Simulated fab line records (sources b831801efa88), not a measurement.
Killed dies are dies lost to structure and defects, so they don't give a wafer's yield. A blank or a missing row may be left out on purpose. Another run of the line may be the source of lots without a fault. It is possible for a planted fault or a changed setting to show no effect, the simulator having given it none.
Matching of chambers -- flow sfq line -- SFQ_TRILAYER_I1_VIA_BARC_OPEN_VIA_ETCH_071 on rie diel-01 has 4 sister chambers
The step etches BARC in O2, target depth 125 nm, time 41.7 s. 14 wafers are shown with their chamber, then 7 later ones without.

EACH WAFER AND ITS CHAMBER
wafer,chamber,drypump motor current A (A),oes product au (a.u.)
L294.3,0,5.8,0.691
L294.5,0,5.8,0.696
L294.6,3,5.2,0.682
L297.4,3,5.1,0.685
L297.5,2,5.1,0.690
L297.6,0,5.8,0.689
L303.3,1,5.1,0.687
L303.5,1,5.1,0.693
L303.6,2,5.1,0.686
L305.1,3,5.2,0.695
L305.2,0,5.7,0.685
L305.6,2,5.1,0.682
L308.3,1,5.0,0.683
L308.4,2,5.1,0.687

SIGNATURES (averages over the wafers above)
reading,chamber 0,chamber 1,chamber 2,chamber 3,scatter within a chamber
drypump motor current A,5.775,5.067,5.100,5.167,0.0456
oes product au,0.69025,0.68767,0.68625,0.68733,0.00489
Rule: a wafer lies at a distance from a chamber equal to the root of the sum of squares, over the readings, of (its reading less the chamber's mean, divided by the reading's scatter). The wafer belongs to the nearest chamber; if the next one is less than 2 further off, it can't be placed. The scatter: take each reading less its chamber's mean, square it, sum over the shown wafers, divide by the number of wafers less the number of chambers, and take the root.

WAFERS WITHOUT THEIR CHAMBER
wafer,drypump motor current A (A),oes product au (a.u.)
L308.6,5.2,0.686
L313.1,5.1,0.681
L313.2,5.1,0.688
L313.3,5.8,0.682
L315.1,5.1,0.687
L315.5,5.1,0.694
L315.6,5.1,0.687

EACH ONE'S CHAMBER
wafer,from the rows above,in truth
L308.6,can't be placed: 3 or 2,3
L313.1,can't be placed: 2 or 1 or 3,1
L313.2,can't be placed: 2 or 1 or 3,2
L313.3,0,0
L315.1,can't be placed: 2 or 1 or 3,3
L315.5,can't be placed: 1 or 2 or 3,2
L315.6,can't be placed: 2 or 1 or 3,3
Placed correctly: 1 of 7. From these rows, 6 cannot be placed; in 6 the true chamber is one of the candidates. Placed wrongly: 0.
